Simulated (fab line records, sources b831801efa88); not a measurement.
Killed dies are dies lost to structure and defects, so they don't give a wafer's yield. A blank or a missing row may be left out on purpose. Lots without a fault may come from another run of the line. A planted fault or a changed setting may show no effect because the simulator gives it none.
Which tool did it? | flow sky130 | 12 lots, 36 wafers sampled, at 5 steps of a route of 708

WHAT THE GAUGES READ, wafer by wafer
SKY_LDD_LDN_TW_MEAS_13.
lot  | measured     | on            | LDD_LDN_TW
L193 | day 23 04:01 | film_metro-01 | 1478 1486 1484
L194 | day 23 17:29 | film_metro-04 | 1459 1475 1469
L196 | day 25 10:00 | film_metro-01 | 1493 1495 1488
L203 | day 26 21:26 | film_metro-03 | 1411 1406 1407
L204 | day 27 08:34 | film_metro-01 | 1426 1416 1420
L206 | day 27 21:27 | film_metro-03 | 1470 1475 1471
L207 | day 28 08:22 | film_metro-04 | 1467 1461 1459
L208 | day 28 14:37 | film_metro-01 | 1500 1484 1494
L211 | day 30 01:40 | film_metro-03 | 1475 1472 1476
L213 | day 30 02:53 | film_metro-04 | 1462 1464 1464
L214 | day 30 07:41 | film_metro-04 | 1461 1459 1458
L215 | day 30 18:14 | film_metro-03 | 1477 1482 1469

SKY_VIA1_THK_MEAS_01.
lot  | measured     | on            | VIA1_HDPCVD_THK (nm)
L193 | day 33 01:05 | film_metro-03 | 1020 1056 1037
L194 | day 33 15:10 | film_metro-02 | 1022 1036 1044
L196 | day 35 01:56 | film_metro-01 | 1030 1040 1024
L203 | day 36 11:44 | film_metro-03 | 1034 1049 1044
L204 | day 36 19:36 | film_metro-03 | 1047 1045 1043
L206 | day 37 10:53 | film_metro-01 | 1023 1023 1018
L207 | day 37 16:34 | film_metro-01 | 1022 1027 1025
L208 | day 38 00:14 | film_metro-03 | 1040 1030 1024
L211 | day 39 06:29 | film_metro-01 | 1005 1008 1026
L213 | day 39 10:25 | film_metro-02 | 1025 1004 1021
L214 | day 39 15:28 | film_metro-02 | 1037 1040 1028
L215 | day 39 22:40 | film_metro-03 | 1023 1027 1018

WHICH TOOL RAN EACH LOT (tool, then ch and the chambers of the sampled wafers, then the start)
lot  | SKY_LDD_LDN_IMPLANT_08          | SKY_METAL1_SPUTTER_01        | SKY_METAL1_ETCH_18
L193 | implanter-04 ch 0, day 23 03:20 | pvd_sputter-04, day 31 20:35 | rie_metal-02 ch 0,1, day 33 00:13
L194 | implanter-01 ch 0, day 23 16:47 | pvd_sputter-01, day 32 10:56 | rie_metal-04 ch 0,1, day 33 14:16
L196 | implanter-03 ch 0, day 25 09:19 | pvd_sputter-03, day 33 22:14 | rie_metal-03 ch 0,1, day 35 01:04
L203 | implanter-03 ch 0, day 26 20:44 | pvd_sputter-04, day 35 08:40 | rie_metal-02 ch 0,1, day 36 10:52
L204 | implanter-03 ch 0, day 27 07:52 | pvd_sputter-03, day 35 17:41 | rie_metal-03 ch 0,1, day 36 18:45
L206 | implanter-01 ch 0, day 27 20:46 | pvd_sputter-01, day 36 07:48 | rie_metal-03 ch 0,1, day 37 09:58
L207 | implanter-04 ch 0, day 28 07:40 | pvd_sputter-01, day 36 13:29 | rie_metal-03 ch 0,1, day 37 15:42
L208 | implanter-01 ch 0, day 28 13:56 | pvd_sputter-04, day 36 21:30 | rie_metal-03 ch 0,1, day 37 23:23
L211 | implanter-04 ch 0, day 30 00:58 | pvd_sputter-01, day 38 04:40 | rie_metal-02 ch 0,1, day 39 05:37
L213 | implanter-04 ch 0, day 30 02:13 | pvd_sputter-03, day 38 07:47 | rie_metal-03 ch 0,1, day 39 09:32
L214 | implanter-04 ch 0, day 30 06:59 | pvd_sputter-01, day 38 12:58 | rie_metal-02 ch 0,1, day 39 14:36
L215 | implanter-04 ch 0, day 30 17:32 | pvd_sputter-03, day 38 20:17 | rie_metal-02 ch 1, day 39 21:49
- SKY_LDD_LDN_IMPLANT_08
- SKY_METAL1_SPUTTER_01: material TiN, target thk 20 nm, time 16.7 s.
- SKY_METAL1_ETCH_18: etches BARC in N2/H2, stops on SiO2, time 45.9 s, target depth 60 nm.

WHAT THE TOOLS THEMSELVES READ (means of the sampled wafers that have a number; where no wafer has one, the mark that the record gives instead)
SKY_LDD_LDN_IMPLANT_08.
lot  | tool         | dose_ions_cm2 | faraday_current_uA
L193 | implanter-04 | 1.2502e+13    | 69.3
L194 | implanter-01 | 1.2514e+13    | 69.3
L196 | implanter-03 | 1.2504e+13    | 71.1
L203 | implanter-03 | 5.2890e+12    | 29.7
L204 | implanter-03 | 5.3200e+12    | 30.1
L206 | implanter-01 | 1.2513e+13    | 70.6
L207 | implanter-04 | 1.2505e+13    | 71.9
L208 | implanter-01 | 1.2491e+13    | 70.4
L211 | implanter-04 | 1.2498e+13    | 71.0
L213 | implanter-04 | 1.2520e+13    | 71.0
L214 | implanter-04 | 1.2495e+13    | 70.0
L215 | implanter-04 | 1.2515e+13    | 69.5

SKY_METAL1_SPUTTER_01.
lot  | tool           | throttle_valve_pct (%)
L193 | pvd_sputter-04 | 28.6
L194 | pvd_sputter-01 | 29.4
L196 | pvd_sputter-03 | 30.2
L203 | pvd_sputter-04 | 29.7
L204 | pvd_sputter-03 | 29.6
L206 | pvd_sputter-01 | 29.6
L207 | pvd_sputter-01 | 28.8
L208 | pvd_sputter-04 | 30.2
L211 | pvd_sputter-01 | 30.9
L213 | pvd_sputter-03 | 30.3
L214 | pvd_sputter-01 | 30.4
L215 | pvd_sputter-03 | 29.6

SKY_METAL1_ETCH_18.
lot  | tool         | drypump_motor_current_A (A) | n2_flow_sccm (sccm) | oes_product_au (a.u.) | throttle_valve_pct (%)
L193 | rie_metal-02 | 6.0                         | 100.08              | 0.861                 | 13.222
L194 | rie_metal-04 | 5.9                         | 99.88               | 0.852                 | 13.222
L196 | rie_metal-03 | 5.3                         | 100.32              | 0.855                 | 13.221
L203 | rie_metal-02 | 6.0                         | 99.98               | 0.855                 | 13.222
L204 | rie_metal-03 | 5.4                         | 100.07              | 0.853                 | 13.234
L206 | rie_metal-03 | 5.6                         | 100.09              | 0.856                 | 13.216
L207 | rie_metal-03 | 5.3                         | 100.19              | 0.855                 | 13.227
L208 | rie_metal-03 | 5.3                         | 100.22              | 0.857                 | 13.228
L211 | rie_metal-02 | 5.9                         | 99.83               | 0.854                 | 13.231
L213 | rie_metal-03 | 5.3                         | 100.06              | 0.852                 | 13.225
L214 | rie_metal-02 | 6.0                         | 100.24              | 0.857                 | 13.222
L215 | rie_metal-02 | 6.0                         | 100.10              | 0.857                 | 13.218

THE ANSWER, worked out from the rows above alone
Rule: what is usual is taken from the lots themselves. Put in order of their means at a reading, lots are off if they are a third of the lots or fewer, leave a main group of 4 or more, and stand apart from it by a gap of 3 or more times the standard deviation of the main group's means; of several such gaps the widest counts. A main group whose means are all the same, to the digits that the tables above print for the reading, isn't used. A lot without any number at a reading at which 4 lots or more have one is off too. The other lots that the step has rows for count as sound. The gauges are gone through in route order, then the tools' own readings, and for those a lot's mean is taken as printed above. The first step at which some lot is off is used, and at that step the reading that is off furthest; a lot without a number counts as furthest.
Off: L203, L204, at SKY_LDD_LDN_TW_MEAS_13 (LDD_LDN_TW). The main group: mean 1474, standard deviation 11.
A tool fits if, at a process step before that reading, it ran every lot that is off, and no sound lot after the first of them. The gauges at SKY_LDD_LDN_TW_MEAS_13 aren't tried: what is off there is off at SKY_LDD_LDN_IMPLANT_08 too, on other tools, and a gauge's error can't cause that. One fits: implanter-03 at SKY_LDD_LDN_IMPLANT_08. Its last sound lot is L196 (day 25 09:19), its first lot that is off L203 (day 26 20:44): a fault that began between those two fits.
The tool's own readings at SKY_LDD_LDN_IMPLANT_08 bear it out: on the lots that are off they differ by more than 5 times the standard deviation of the sound lots' means. dose_ions_cm2 reads 5.3045e+12 there against 1.2506e+13 on the sound lots; faraday_current_uA reads 29.9 there against 70.4 on the sound lots.

WHAT THE SIMULATOR HAD PUT IN
Process parameter drift: implanter-03, from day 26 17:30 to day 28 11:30, at SKY_LDD_LDN_IMPLANT_08. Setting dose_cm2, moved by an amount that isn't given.
Lots struck among those shown: L203, L204. The rule above found the same.
